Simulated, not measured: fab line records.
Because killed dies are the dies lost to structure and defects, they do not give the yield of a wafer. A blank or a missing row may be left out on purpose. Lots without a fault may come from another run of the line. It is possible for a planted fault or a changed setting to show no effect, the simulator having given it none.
Which tool was responsible? / flow gf180mcu / 39 wafers from 13 lots sampled at 4 of the route's 602 steps

WHAT THE GAUGES SHOWED, per wafer
GF_HV_LDD_THK_MEAS_55. Usual: HV_LDD_CVD_54_THK typically reads 10.03 nm, with standard deviation 0.12.
lot=L660; measured=day 12 11:41; on=filmMetro-02; HV_LDD_CVD_54_THK (nm)=10.22 10.07 10.16; flag=
lot=L661; measured=day 12 17:55; on=filmMetro-03; HV_LDD_CVD_54_THK (nm)=9.75 9.93 9.90; flag=
lot=L663; measured=day 13 10:16; on=filmMetro-03; HV_LDD_CVD_54_THK (nm)=9.91 9.97 10.06; flag=
lot=L664; measured=day 13 20:00; on=filmMetro-02; HV_LDD_CVD_54_THK (nm)=9.97 9.93 9.92; flag=
lot=L666; measured=day 14 18:14; on=filmMetro-01; HV_LDD_CVD_54_THK (nm)=10.05 9.85 9.95; flag=
lot=L667; measured=day 14 19:35; on=filmMetro-02; HV_LDD_CVD_54_THK (nm)=9.93 9.97 10.02; flag=
lot=L669; measured=day 15 23:28; on=filmMetro-02; HV_LDD_CVD_54_THK (nm)=10.05 10.08 10.06; flag=
lot=L670; measured=day 16 00:35; on=filmMetro-01; HV_LDD_CVD_54_THK (nm)=10.25 9.99 10.00; flag=
lot=L672; measured=day 16 10:58; on=filmMetro-02; HV_LDD_CVD_54_THK (nm)=10.05 10.07 10.13; flag=
lot=L674; measured=day 17 08:52; on=filmMetro-01; HV_LDD_CVD_54_THK (nm)=9.95 9.89 9.82; flag=
lot=L680; measured=day 19 08:54; on=filmMetro-02; HV_LDD_CVD_54_THK (nm)=10.10 10.15 10.16; flag=
lot=L682; measured=day 20 02:02; on=filmMetro-01; HV_LDD_CVD_54_THK (nm)=10.26 10.21 10.26; flag=
lot=L683; measured=day 20 11:53; on=filmMetro-03; HV_LDD_CVD_54_THK (nm)=9.86 9.86 9.87; flag=

GF_SAB_THK_MEAS_01. Usual: SAB_CVD_00_THK typically reads 49.9 nm, with standard deviation 0.72.
lot=L660; measured=day 14 06:45; on=filmMetro-03; SAB_CVD_00_THK (nm)=48.9 50.0 49.7; flag=
lot=L661; measured=day 14 14:12; on=filmMetro-03; SAB_CVD_00_THK (nm)=49.9 49.5 49.2; flag=
lot=L663; measured=day 15 06:10; on=filmMetro-04; SAB_CVD_00_THK (nm)=50.0 49.9 51.0; flag=
lot=L664; measured=day 15 15:55; on=filmMetro-02; SAB_CVD_00_THK (nm)=49.1 49.3 49.9; flag=
lot=L666; measured=day 16 16:09; on=filmMetro-04; SAB_CVD_00_THK (nm)=49.1 48.5 49.7; flag=
lot=L667; measured=day 16 18:07; on=filmMetro-02; SAB_CVD_00_THK (nm)=50.7 50.6 49.6; flag=
lot=L669; measured=day 17 23:12; on=filmMetro-04; SAB_CVD_00_THK (nm)=49.2 50.1 50.3; flag=
lot=L670; measured=day 18 00:52; on=filmMetro-02; SAB_CVD_00_THK (nm)=48.8 49.1 49.2; flag=
lot=L672; measured=day 18 12:10; on=filmMetro-02; SAB_CVD_00_THK (nm)=49.0 49.0 49.5; flag=
lot=L674; measured=day 19 11:31; on=filmMetro-04; SAB_CVD_00_THK (nm)=49.0 49.2 49.9; flag=
lot=L680; measured=day 21 12:46; on=filmMetro-04; SAB_CVD_00_THK (nm)=26.5 49.8 49.9; flag=OFF
lot=L682; measured=day 22 04:25; on=filmMetro-04; SAB_CVD_00_THK (nm)=50.6 50.9 50.7; flag=
lot=L683; measured=day 22 14:36; on=filmMetro-04; SAB_CVD_00_THK (nm)=50.1 49.9 51.2; flag=

WHICH TOOL RAN EACH LOT (tool, then ch and the chambers of the sampled wafers, then the start)
lot=L660; GF_HV_LDD_ETCHBACK_58=rieDiel-04 ch 0,1,3, day 12 13:13; GF_SAB_CVD_00=pecvd-02 ch 0,1,2, day 14 06:43
lot=L661; GF_HV_LDD_ETCHBACK_58=rieDiel-03 ch 1,2,3, day 12 19:28; GF_SAB_CVD_00=pecvd-04 ch 0,1,2, day 14 14:11
lot=L663; GF_HV_LDD_ETCHBACK_58=rieDiel-02 ch 0,1,3, day 13 11:49; GF_SAB_CVD_00=pecvd-01 ch 0,1,2, day 15 06:08
lot=L664; GF_HV_LDD_ETCHBACK_58=rieDiel-04 ch 0,1, day 13 21:32; GF_SAB_CVD_00=pecvd-02 ch 0,2, day 15 15:53
lot=L666; GF_HV_LDD_ETCHBACK_58=rieDiel-02 ch 0,1, day 14 19:47; GF_SAB_CVD_00=pecvd-04 ch 0,2, day 16 16:08
lot=L667; GF_HV_LDD_ETCHBACK_58=rieDiel-02 ch 0,1,3, day 14 21:08; GF_SAB_CVD_00=pecvd-01 ch 0,1, day 16 18:06
lot=L669; GF_HV_LDD_ETCHBACK_58=rieDiel-02 ch 0,1,3, day 16 01:01; GF_SAB_CVD_00=pecvd-01 ch 1,2, day 17 23:11
lot=L670; GF_HV_LDD_ETCHBACK_58=rieDiel-04 ch 1,2,3, day 16 02:08; GF_SAB_CVD_00=pecvd-04 ch 0,1, day 18 00:50
lot=L672; GF_HV_LDD_ETCHBACK_58=rieDiel-03 ch 1,2, day 16 12:31; GF_SAB_CVD_00=pecvd-04 ch 0,1, day 18 12:09
lot=L674; GF_HV_LDD_ETCHBACK_58=rieDiel-04 ch 0,1,2, day 17 10:25; GF_SAB_CVD_00=pecvd-04 ch 0,1, day 19 11:29
lot=L680; GF_HV_LDD_ETCHBACK_58=rieDiel-04 ch 0,2, day 19 10:26; GF_SAB_CVD_00=pecvd-04 ch 0,1,2, day 21 12:44
lot=L682; GF_HV_LDD_ETCHBACK_58=rieDiel-02 ch 1,2, day 20 03:34; GF_SAB_CVD_00=pecvd-01 ch 0,1,2, day 22 04:22
lot=L683; GF_HV_LDD_ETCHBACK_58=rieDiel-03 ch 0,1, day 20 13:26; GF_SAB_CVD_00=pecvd-01 ch 0,1,2, day 22 14:34
- GF_HV_LDD_ETCHBACK_58: etches Si3N4 in CH3F/O2, stops on SiO2, time 100 s, target depth 90 nm.
- GF_SAB_CVD_00: deposits SiO2 from TEOS, target thk 50 nm, time 4.9302 s.

WHAT THE TOOLS THEMSELVES READ (means of the sampled wafers that have a number; where no wafer has one, the mark that the record gives instead)
GF_HV_LDD_ETCHBACK_58. Usual: ch3fFlowSccm 40.01 sccm, standard deviation 0.11; drypumpMotorCurrentA 5.6 A, standard deviation 0.55; oesProductAu 0.841 a.u., standard deviation 0.0065; throttleValvePct 10.561 %, standard deviation 0.0087.
lot=L660; tool=rieDiel-04; ch3fFlowSccm (sccm)=40.06; drypumpMotorCurrentA (A)=5.7; oesProductAu (a.u.)=0.844; throttleValvePct (%)=10.553; flag=
lot=L661; tool=rieDiel-03; ch3fFlowSccm (sccm)=40.15; drypumpMotorCurrentA (A)=5.7; oesProductAu (a.u.)=0.842; throttleValvePct (%)=10.560; flag=
lot=L663; tool=rieDiel-02; ch3fFlowSccm (sccm)=40.00; drypumpMotorCurrentA (A)=5.6; oesProductAu (a.u.)=0.832; throttleValvePct (%)=10.559; flag=
lot=L664; tool=rieDiel-04; ch3fFlowSccm (sccm)=40.08; drypumpMotorCurrentA (A)=6.1; oesProductAu (a.u.)=0.837; throttleValvePct (%)=10.563; flag=
lot=L666; tool=rieDiel-02; ch3fFlowSccm (sccm)=39.96; drypumpMotorCurrentA (A)=5.4; oesProductAu (a.u.)=0.846; throttleValvePct (%)=10.568; flag=
lot=L667; tool=rieDiel-02; ch3fFlowSccm (sccm)=39.99; drypumpMotorCurrentA (A)=5.6; oesProductAu (a.u.)=0.847; throttleValvePct (%)=10.560; flag=
lot=L669; tool=rieDiel-02; ch3fFlowSccm (sccm)=40.07; drypumpMotorCurrentA (A)=5.6; oesProductAu (a.u.)=0.847; throttleValvePct (%)=10.563; flag=
lot=L670; tool=rieDiel-04; ch3fFlowSccm (sccm)=39.94; drypumpMotorCurrentA (A)=5.2; oesProductAu (a.u.)=0.839; throttleValvePct (%)=10.569; flag=
lot=L672; tool=rieDiel-03; ch3fFlowSccm (sccm)=39.92; drypumpMotorCurrentA (A)=6.0; oesProductAu (a.u.)=0.847; throttleValvePct (%)=10.569; flag=
lot=L674; tool=rieDiel-04; ch3fFlowSccm (sccm)=40.05; drypumpMotorCurrentA (A)=5.7; oesProductAu (a.u.)=0.838; throttleValvePct (%)=10.558; flag=
lot=L680; tool=rieDiel-04; ch3fFlowSccm (sccm)=39.93; drypumpMotorCurrentA (A)=5.8; oesProductAu (a.u.)=0.842; throttleValvePct (%)=10.566; flag=
lot=L682; tool=rieDiel-02; ch3fFlowSccm (sccm)=40.01; drypumpMotorCurrentA (A)=5.9; oesProductAu (a.u.)=0.839; throttleValvePct (%)=10.558; flag=
lot=L683; tool=rieDiel-03; ch3fFlowSccm (sccm)=39.96; drypumpMotorCurrentA (A)=5.9; oesProductAu (a.u.)=0.838; throttleValvePct (%)=10.555; flag=

GF_SAB_CVD_00. Usual: heaterPowerW reads 574 W (standard deviation 98).
lot=L660; tool=pecvd-02; heaterPowerW (W)=464; flag=
lot=L661; tool=pecvd-04; heaterPowerW (W)=592; flag=
lot=L663; tool=pecvd-01; heaterPowerW (W)=601; flag=
lot=L664; tool=pecvd-02; heaterPowerW (W)=534; flag=
lot=L666; tool=pecvd-04; heaterPowerW (W)=540; flag=
lot=L667; tool=pecvd-01; heaterPowerW (W)=656; flag=
lot=L669; tool=pecvd-01; heaterPowerW (W)=584; flag=
lot=L670; tool=pecvd-04; heaterPowerW (W)=598; flag=
lot=L672; tool=pecvd-04; heaterPowerW (W)=620; flag=
lot=L674; tool=pecvd-04; heaterPowerW (W)=618; flag=
lot=L680; tool=pecvd-04; heaterPowerW (W)=538; flag=
lot=L682; tool=pecvd-01; heaterPowerW (W)=656; flag=
lot=L683; tool=pecvd-01; heaterPowerW (W)=641; flag=

THE ANSWER, worked out from the rows above alone
Rule: lot off if the mean of its wafers having a number is beyond 3 standard deviations from the usual mean. Also off: a lot with no number at a reading for which 4 or more lots have one. The other lots that the step has rows for count as sound. After the gauges, taken in route order, come the tools' own readings; for these a lot's mean is taken, as printed above. At the first step where some lot is off, the reading lying furthest off is the one used; lots without a number count as furthest.
Off: L680, at GF_SAB_THK_MEAS_01 (SAB_CVD_00_THK).
If a tool, at a process step before that reading, ran all the lots that are off and no sound lot after the first of them, it fits. Those tools and the gauges at GF_SAB_THK_MEAS_01 are tried in the same way. This does not decide it: 2 tools fit, namely rieDiel-04 at GF_HV_LDD_ETCHBACK_58 and pecvd-04 at GF_SAB_CVD_00.

WHAT WAS PUT IN BY THE SIMULATOR
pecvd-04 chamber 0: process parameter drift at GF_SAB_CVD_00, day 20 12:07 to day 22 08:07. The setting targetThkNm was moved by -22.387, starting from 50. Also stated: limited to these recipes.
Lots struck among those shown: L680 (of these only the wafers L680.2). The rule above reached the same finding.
